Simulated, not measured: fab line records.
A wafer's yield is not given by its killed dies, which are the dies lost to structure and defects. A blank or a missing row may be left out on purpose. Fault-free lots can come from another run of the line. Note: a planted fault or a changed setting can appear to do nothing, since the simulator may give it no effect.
The tool behind it: which one? || flow sky130 || 42 wafers from 14 lots sampled at 5 of the route's 708 steps

WHAT EACH GAUGE READ, for each wafer
SKY_VIA1_CD_MEAS_12 targets a cd of 150 nm. Usual: cd_nm reads 149.6 nm (standard deviation 1.3).
{"lot": "L406", "measured": "day 34 19:37", "on": "cd_sem-02", "cd_nm (nm)": "151.8 150.1 152.8", "flag": ""}
{"lot": "L408", "measured": "day 35 17:49", "on": "cd_sem-01", "cd_nm (nm)": "149.7 149.7 150.3", "flag": ""}
{"lot": "L409", "measured": "day 35 18:58", "on": "cd_sem-02", "cd_nm (nm)": "149.5 147.9 150.9", "flag": ""}
{"lot": "L407", "measured": "day 35 20:55", "on": "cd_sem-01", "cd_nm (nm)": "149.4 149.3 148.2", "flag": ""}
{"lot": "L411", "measured": "day 36 16:27", "on": "cd_sem-02", "cd_nm (nm)": "149.4 150.6 148.0", "flag": ""}
{"lot": "L413", "measured": "day 36 23:07", "on": "cd_sem-01", "cd_nm (nm)": "150.5 149.2 149.6", "flag": ""}
{"lot": "L412", "measured": "day 37 00:08", "on": "cd_sem-01", "cd_nm (nm)": "149.5 150.3 149.5", "flag": ""}
{"lot": "L414", "measured": "day 37 15:48", "on": "cd_sem-01", "cd_nm (nm)": "150.7 150.4 150.5", "flag": ""}
{"lot": "L415", "measured": "day 37 21:11", "on": "cd_sem-02", "cd_nm (nm)": "149.5 152.5 151.0", "flag": ""}
{"lot": "L417", "measured": "day 38 09:56", "on": "cd_sem-01", "cd_nm (nm)": "163.0 165.0 164.7", "flag": "OFF"}
{"lot": "L418", "measured": "day 39 02:55", "on": "cd_sem-01", "cd_nm (nm)": "160.5 160.3 161.8", "flag": "OFF"}
{"lot": "L421", "measured": "day 39 16:58", "on": "cd_sem-02", "cd_nm (nm)": "148.9 151.2 149.2", "flag": ""}
{"lot": "L428", "measured": "day 41 06:52", "on": "cd_sem-01", "cd_nm (nm)": "151.4 151.3 150.6", "flag": ""}
{"lot": "L429", "measured": "day 41 20:34", "on": "cd_sem-02", "cd_nm (nm)": "148.0 147.6 147.1", "flag": ""}

WHICH TOOL RAN EACH LOT (tool, then ch and the chambers of the sampled wafers, then the start)
{"lot": "L406", "SKY_CONTACT_CMP_04": "cmp-02 ch 0,1,2, day 31 05:52", "SKY_CONTACT_ETCH_16": "rie_diel-03 ch 0,1,3, day 32 09:52", "SKY_METAL1_SPUTTER_03": "pvd_sputter-01, day 32 12:51", "SKY_VIA1_EXPOSE_09": "krf_scanner-01 ch 0, day 34 06:40"}
{"lot": "L408", "SKY_CONTACT_CMP_04": "cmp-02 ch 1,2,3, day 32 04:26", "SKY_CONTACT_ETCH_16": "rie_diel-02 ch 0,2,3, day 33 08:16", "SKY_METAL1_SPUTTER_03": "pvd_sputter-03, day 33 09:47", "SKY_VIA1_EXPOSE_09": "krf_scanner-01 ch 0, day 35 04:31"}
{"lot": "L409", "SKY_CONTACT_CMP_04": "cmp-02 ch 1,2, day 32 06:02", "SKY_CONTACT_ETCH_16": "rie_diel-03 ch 0,3, day 33 09:55", "SKY_METAL1_SPUTTER_03": "pvd_sputter-03, day 33 11:24", "SKY_VIA1_EXPOSE_09": "krf_scanner-02 ch 0, day 35 05:58"}
{"lot": "L407", "SKY_CONTACT_CMP_04": "cmp-02 ch 2,3, day 32 07:34", "SKY_CONTACT_ETCH_16": "rie_diel-02 ch 0,1,3, day 33 11:28", "SKY_METAL1_SPUTTER_03": "pvd_sputter-01, day 33 12:58", "SKY_VIA1_EXPOSE_09": "krf_scanner-01 ch 0, day 35 07:41"}
{"lot": "L411", "SKY_CONTACT_CMP_04": "cmp-02 ch 0,1, day 33 03:36", "SKY_CONTACT_ETCH_16": "rie_diel-01 ch 2,3, day 34 07:26", "SKY_METAL1_SPUTTER_03": "pvd_sputter-01, day 34 08:53", "SKY_VIA1_EXPOSE_09": "krf_scanner-02 ch 0, day 36 03:09"}
{"lot": "L413", "SKY_CONTACT_CMP_04": "cmp-01 ch 0,1,2, day 33 09:52", "SKY_CONTACT_ETCH_16": "rie_diel-03 ch 0,1,3, day 34 14:23", "SKY_METAL1_SPUTTER_03": "pvd_sputter-03, day 34 15:51", "SKY_VIA1_EXPOSE_09": "krf_scanner-01 ch 0, day 36 09:46"}
{"lot": "L412", "SKY_CONTACT_CMP_04": "cmp-01 ch 0,1, day 33 11:49", "SKY_CONTACT_ETCH_16": "rie_diel-03 ch 0,2,3, day 34 15:23", "SKY_METAL1_SPUTTER_03": "pvd_sputter-02, day 34 16:50", "SKY_VIA1_EXPOSE_09": "krf_scanner-01 ch 0, day 36 11:08"}
{"lot": "L414", "SKY_CONTACT_CMP_04": "cmp-01 ch 1,2,3, day 34 05:18", "SKY_CONTACT_ETCH_16": "rie_diel-01 ch 0,3, day 35 08:29", "SKY_METAL1_SPUTTER_03": "pvd_sputter-01, day 35 09:56", "SKY_VIA1_EXPOSE_09": "krf_scanner-02 ch 0, day 37 03:05"}
{"lot": "L415", "SKY_CONTACT_CMP_04": "cmp-02 ch 0,2,3, day 34 09:16", "SKY_CONTACT_ETCH_16": "rie_diel-03 ch 1,2, day 35 12:32", "SKY_METAL1_SPUTTER_03": "pvd_sputter-03, day 35 13:59", "SKY_VIA1_EXPOSE_09": "krf_scanner-01 ch 0, day 37 08:11"}
{"lot": "L417", "SKY_CONTACT_CMP_04": "cmp-02 ch 0,1,2, day 34 21:37", "SKY_CONTACT_ETCH_16": "rie_diel-03 ch 0,2, day 36 01:25", "SKY_METAL1_SPUTTER_03": "pvd_sputter-02, day 36 02:59", "SKY_VIA1_EXPOSE_09": "krf_scanner-02 ch 0, day 37 20:46"}
{"lot": "L418", "SKY_CONTACT_CMP_04": "cmp-01 ch 0,2,3, day 35 15:16", "SKY_CONTACT_ETCH_16": "rie_diel-01 ch 0,1,3, day 36 18:17", "SKY_METAL1_SPUTTER_03": "pvd_sputter-02, day 36 20:25", "SKY_VIA1_EXPOSE_09": "krf_scanner-02 ch 0, day 38 14:24"}
{"lot": "L421", "SKY_CONTACT_CMP_04": "cmp-02 ch 0,1,3, day 36 08:10", "SKY_CONTACT_ETCH_16": "rie_diel-03 ch 2,3, day 37 11:14", "SKY_METAL1_SPUTTER_03": "pvd_sputter-01, day 37 12:41", "SKY_VIA1_EXPOSE_09": "krf_scanner-01 ch 0, day 39 05:13"}
{"lot": "L428", "SKY_CONTACT_CMP_04": "cmp-01 ch 1,2, day 37 22:55", "SKY_CONTACT_ETCH_16": "rie_diel-01 ch 0,2, day 39 02:07", "SKY_METAL1_SPUTTER_03": "pvd_sputter-02, day 39 03:34", "SKY_VIA1_EXPOSE_09": "krf_scanner-01 ch 0, day 40 18:55"}
{"lot": "L429", "SKY_CONTACT_CMP_04": "cmp-01 ch 0,1,2, day 38 13:28", "SKY_CONTACT_ETCH_16": "rie_diel-03 ch 0,2,3, day 39 15:05", "SKY_METAL1_SPUTTER_03": "pvd_sputter-03, day 39 16:31", "SKY_VIA1_EXPOSE_09": "krf_scanner-01 ch 0, day 41 08:20"}
- SKY_CONTACT_CMP_04: polishes SiO2.
- SKY_CONTACT_ETCH_16: etches BARC in N2/H2, stops on SiO2, time 45.9 s, target depth 60 nm.
- SKY_METAL1_SPUTTER_03: material Ti, target thk 5 nm, time 3.3 s.
- SKY_VIA1_EXPOSE_09: exposes mask VIM, target cd 150 nm.

WHAT THE TOOLS THEMSELVES READ (means of the sampled wafers that have a number; where no wafer has one, the mark that the record gives instead)
SKY_CONTACT_CMP_04. Usual: motor_current_A 11.8 A, standard deviation 1.3; time_to_endpoint_s 84 s, standard deviation 5.1.
{"lot": "L406", "tool": "cmp-02", "motor_current_A (A)": 11.0, "time_to_endpoint_s (s)": 79, "flag": ""}
{"lot": "L408", "tool": "cmp-02", "motor_current_A (A)": 12.7, "time_to_endpoint_s (s)": 84, "flag": ""}
{"lot": "L409", "tool": "cmp-02", "motor_current_A (A)": 12.1, "time_to_endpoint_s (s)": 87, "flag": ""}
{"lot": "L407", "tool": "cmp-02", "motor_current_A (A)": 12.4, "time_to_endpoint_s (s)": 91, "flag": ""}
{"lot": "L411", "tool": "cmp-02", "motor_current_A (A)": 11.2, "time_to_endpoint_s (s)": 77, "flag": ""}
{"lot": "L413", "tool": "cmp-01", "motor_current_A (A)": 12.5, "time_to_endpoint_s (s)": 85, "flag": ""}
{"lot": "L412", "tool": "cmp-01", "motor_current_A (A)": 12.6, "time_to_endpoint_s (s)": 88, "flag": ""}
{"lot": "L414", "tool": "cmp-01", "motor_current_A (A)": 11.2, "time_to_endpoint_s (s)": 91, "flag": ""}
{"lot": "L415", "tool": "cmp-02", "motor_current_A (A)": 11.2, "time_to_endpoint_s (s)": 84, "flag": ""}
{"lot": "L417", "tool": "cmp-02", "motor_current_A (A)": 11.4, "time_to_endpoint_s (s)": 82, "flag": ""}
{"lot": "L418", "tool": "cmp-01", "motor_current_A (A)": 12.3, "time_to_endpoint_s (s)": 85, "flag": ""}
{"lot": "L421", "tool": "cmp-02", "motor_current_A (A)": 11.0, "time_to_endpoint_s (s)": 82, "flag": ""}
{"lot": "L428", "tool": "cmp-01", "motor_current_A (A)": 11.7, "time_to_endpoint_s (s)": 88, "flag": ""}
{"lot": "L429", "tool": "cmp-01", "motor_current_A (A)": 12.5, "time_to_endpoint_s (s)": 83, "flag": ""}

SKY_CONTACT_ETCH_16. Usual: drypump_motor_current_A 5.9 A, standard deviation 0.38; oes_product_au 0.856 a.u., standard deviation 0.0046; throttle_valve_pct 13.225 %, standard deviation 0.0088.
{"lot": "L406", "tool": "rie_diel-03", "drypump_motor_current_A (A)": 5.8, "oes_product_au (a.u.)": 0.856, "throttle_valve_pct (%)": 13.224, "flag": ""}
{"lot": "L408", "tool": "rie_diel-02", "drypump_motor_current_A (A)": 6.1, "oes_product_au (a.u.)": 0.858, "throttle_valve_pct (%)": 13.227, "flag": ""}
{"lot": "L409", "tool": "rie_diel-03", "drypump_motor_current_A (A)": 6.0, "oes_product_au (a.u.)": 0.857, "throttle_valve_pct (%)": 13.218, "flag": ""}
{"lot": "L407", "tool": "rie_diel-02", "drypump_motor_current_A (A)": 5.9, "oes_product_au (a.u.)": 0.857, "throttle_valve_pct (%)": 13.223, "flag": ""}
{"lot": "L411", "tool": "rie_diel-01", "drypump_motor_current_A (A)": 5.8, "oes_product_au (a.u.)": 0.856, "throttle_valve_pct (%)": 13.231, "flag": ""}
{"lot": "L413", "tool": "rie_diel-03", "drypump_motor_current_A (A)": 5.8, "oes_product_au (a.u.)": 0.857, "throttle_valve_pct (%)": 13.224, "flag": ""}
{"lot": "L412", "tool": "rie_diel-03", "drypump_motor_current_A (A)": 5.9, "oes_product_au (a.u.)": 0.854, "throttle_valve_pct (%)": 13.228, "flag": ""}
{"lot": "L414", "tool": "rie_diel-01", "drypump_motor_current_A (A)": 6.0, "oes_product_au (a.u.)": 0.859, "throttle_valve_pct (%)": 13.231, "flag": ""}
{"lot": "L415", "tool": "rie_diel-03", "drypump_motor_current_A (A)": 5.6, "oes_product_au (a.u.)": 0.851, "throttle_valve_pct (%)": 13.233, "flag": ""}
{"lot": "L417", "tool": "rie_diel-03", "drypump_motor_current_A (A)": 5.8, "oes_product_au (a.u.)": 0.854, "throttle_valve_pct (%)": 13.224, "flag": ""}
{"lot": "L418", "tool": "rie_diel-01", "drypump_motor_current_A (A)": 5.9, "oes_product_au (a.u.)": 0.853, "throttle_valve_pct (%)": 13.218, "flag": ""}
{"lot": "L421", "tool": "rie_diel-03", "drypump_motor_current_A (A)": 6.1, "oes_product_au (a.u.)": 0.857, "throttle_valve_pct (%)": 13.224, "flag": ""}
{"lot": "L428", "tool": "rie_diel-01", "drypump_motor_current_A (A)": 6.4, "oes_product_au (a.u.)": 0.855, "throttle_valve_pct (%)": 13.221, "flag": ""}
{"lot": "L429", "tool": "rie_diel-03", "drypump_motor_current_A (A)": 5.9, "oes_product_au (a.u.)": 0.854, "throttle_valve_pct (%)": 13.218, "flag": ""}

SKY_METAL1_SPUTTER_03. Usual: throttle_valve_pct reads 30.1 % (standard deviation 1.1).
{"lot": "L406", "tool": "pvd_sputter-01", "throttle_valve_pct (%)": 30.7, "flag": ""}
{"lot": "L408", "tool": "pvd_sputter-03", "throttle_valve_pct (%)": 29.3, "flag": ""}
{"lot": "L409", "tool": "pvd_sputter-03", "throttle_valve_pct (%)": 29.3, "flag": ""}
{"lot": "L407", "tool": "pvd_sputter-01", "throttle_valve_pct (%)": 30.5, "flag": ""}
{"lot": "L411", "tool": "pvd_sputter-01", "throttle_valve_pct (%)": 30.8, "flag": ""}
{"lot": "L413", "tool": "pvd_sputter-03", "throttle_valve_pct (%)": 29.3, "flag": ""}
{"lot": "L412", "tool": "pvd_sputter-02", "throttle_valve_pct (%)": 30.0, "flag": ""}
{"lot": "L414", "tool": "pvd_sputter-01", "throttle_valve_pct (%)": 31.2, "flag": ""}
{"lot": "L415", "tool": "pvd_sputter-03", "throttle_valve_pct (%)": 29.7, "flag": ""}
{"lot": "L417", "tool": "pvd_sputter-02", "throttle_valve_pct (%)": 30.7, "flag": ""}
{"lot": "L418", "tool": "pvd_sputter-02", "throttle_valve_pct (%)": 29.5, "flag": ""}
{"lot": "L421", "tool": "pvd_sputter-01", "throttle_valve_pct (%)": 31.2, "flag": ""}
{"lot": "L428", "tool": "pvd_sputter-02", "throttle_valve_pct (%)": 30.3, "flag": ""}
{"lot": "L429", "tool": "pvd_sputter-03", "throttle_valve_pct (%)": 29.4, "flag": ""}

SKY_VIA1_EXPOSE_09. Usual: exposure_dose_mJ_cm2 reads 37.99 (standard deviation 0.073).
{"lot": "L406", "tool": "krf_scanner-01", "exposure_dose_mJ_cm2": 37.89, "flag": ""}
{"lot": "L408", "tool": "krf_scanner-01", "exposure_dose_mJ_cm2": 37.95, "flag": ""}
{"lot": "L409", "tool": "krf_scanner-02", "exposure_dose_mJ_cm2": 38.06, "flag": ""}
{"lot": "L407", "tool": "krf_scanner-01", "exposure_dose_mJ_cm2": 37.93, "flag": ""}
{"lot": "L411", "tool": "krf_scanner-02", "exposure_dose_mJ_cm2": 38.09, "flag": ""}
{"lot": "L413", "tool": "krf_scanner-01", "exposure_dose_mJ_cm2": 37.95, "flag": ""}
{"lot": "L412", "tool": "krf_scanner-01", "exposure_dose_mJ_cm2": 37.93, "flag": ""}
{"lot": "L414", "tool": "krf_scanner-02", "exposure_dose_mJ_cm2": 38.03, "flag": ""}
{"lot": "L415", "tool": "krf_scanner-01", "exposure_dose_mJ_cm2": 37.93, "flag": ""}
{"lot": "L417", "tool": "krf_scanner-02", "exposure_dose_mJ_cm2": 41.28, "flag": "OFF"}
{"lot": "L418", "tool": "krf_scanner-02", "exposure_dose_mJ_cm2": 40.68, "flag": "OFF"}
{"lot": "L421", "tool": "krf_scanner-01", "exposure_dose_mJ_cm2": 37.98, "flag": ""}
{"lot": "L428", "tool": "krf_scanner-01", "exposure_dose_mJ_cm2": 37.88, "flag": ""}
{"lot": "L429", "tool": "krf_scanner-01", "exposure_dose_mJ_cm2": 37.96, "flag": ""}

THE ANSWER, worked out from the rows above alone
Rule: take the mean of a lot's wafers that have a number; if it is more than 3 standard deviations from the usual mean, the lot is off. A lot without any number at a reading at which 4 lots or more have one is off too. The other lots that the step has rows for count as sound. The gauges are gone through in route order, then the tools' own readings, and for those a lot's mean is taken as printed above. At the first step where some lot is off, the reading lying furthest off is the one used; lots without a number count as furthest.
Off at SKY_VIA1_CD_MEAS_12 (cd_nm): L417, L418.
If a tool, at a process step before that reading, ran all the lots that are off and no sound lot after the first of them, it fits. The gauges at SKY_VIA1_CD_MEAS_12 aren't tried: what is off there is off at SKY_VIA1_EXPOSE_09 too, on other tools, and a gauge's error can't cause that. One fits: krf_scanner-02 at SKY_VIA1_EXPOSE_09. Its last sound lot is L414 (day 37 03:05), its first lot that is off L417 (day 37 20:46): a fault that began between those two fits.
The tool's own readings at SKY_VIA1_EXPOSE_09 bear it out: on the lots that are off they differ by more than 5 times the standard deviation of the sound lots' means. exposure_dose_mJ_cm2 reads 40.98 there against 37.97 on the sound lots.

WHAT WAS PUT IN BY THE SIMULATOR
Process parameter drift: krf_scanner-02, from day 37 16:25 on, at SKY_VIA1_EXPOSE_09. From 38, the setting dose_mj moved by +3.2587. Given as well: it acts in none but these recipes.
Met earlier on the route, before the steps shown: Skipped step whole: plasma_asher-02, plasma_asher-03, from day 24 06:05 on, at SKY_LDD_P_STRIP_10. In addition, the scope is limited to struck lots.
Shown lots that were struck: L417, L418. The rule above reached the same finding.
